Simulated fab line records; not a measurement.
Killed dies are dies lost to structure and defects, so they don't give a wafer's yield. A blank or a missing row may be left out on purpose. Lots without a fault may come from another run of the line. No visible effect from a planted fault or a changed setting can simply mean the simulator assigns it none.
Chamber matching | flow gf180mcu | GF_V2_CVD_02 on pecvd-04 has 3 sister chambers
The step deposits SiO2 from TEOS, target thk 850 nm, time 94.851 s. 6 wafers are shown with their chamber, then 12 later ones without.

== WAFERS PAIRED WITH THEIR CHAMBERS ==
wafer  | chamber | heaterPowerW (W)
L085.6 | 1       | 621
L088.1 | 2       | 691
L088.6 | 1       | 521
L090.1 | 2       | 632
L090.3 | 0       | 650
L090.6 | 0       | 516

== WAFERS MISSING THEIR CHAMBER ==
wafer  | heaterPowerW (W)
L091.1 | 688
L091.2 | 674
L091.3 | 647
L091.4 | 526
L091.5 | 544
L091.6 | 554
L092.1 | 636
L092.2 | 609
L092.4 | 562
L095.2 | 647
L095.4 | 576
L095.6 | 658

== WHICH CHAMBER EACH WENT THROUGH ==
wafer  | from the rows above          | in truth
L091.1 | can't be placed: 2 or 0 or 1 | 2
L091.2 | can't be placed: 2 or 0 or 1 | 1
L091.3 | can't be placed: 2 or 0 or 1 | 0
L091.4 | can't be placed: 1 or 0 or 2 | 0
L091.5 | can't be placed: 1 or 0 or 2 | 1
L091.6 | can't be placed: 1 or 0 or 2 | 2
L092.1 | can't be placed: 2 or 0 or 1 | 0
L092.2 | can't be placed: 0 or 1 or 2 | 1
L092.4 | can't be placed: 1 or 0 or 2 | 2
L095.2 | can't be placed: 2 or 0 or 1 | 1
L095.4 | can't be placed: 1 or 0 or 2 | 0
L095.6 | can't be placed: 2 or 0 or 1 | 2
Correctly placed: 0 of 12. Not placeable from these rows: 12 (in 12, the candidates include the true chamber). Placed wrongly: 0.
How it was worked out, from the rows above alone: a wafer's distance from a chamber is the root of the sum, over the readings, of the square of ((its reading less the chamber's mean) divided by the reading's scatter). The wafer belongs to the nearest chamber; if the next one is less than 2 further off, it can't be placed. Each chamber's mean is taken over the wafers shown for it. The scatter: take each reading less its chamber's mean, square it, sum over the shown wafers, divide by the number of wafers less the number of chambers, and take the root.
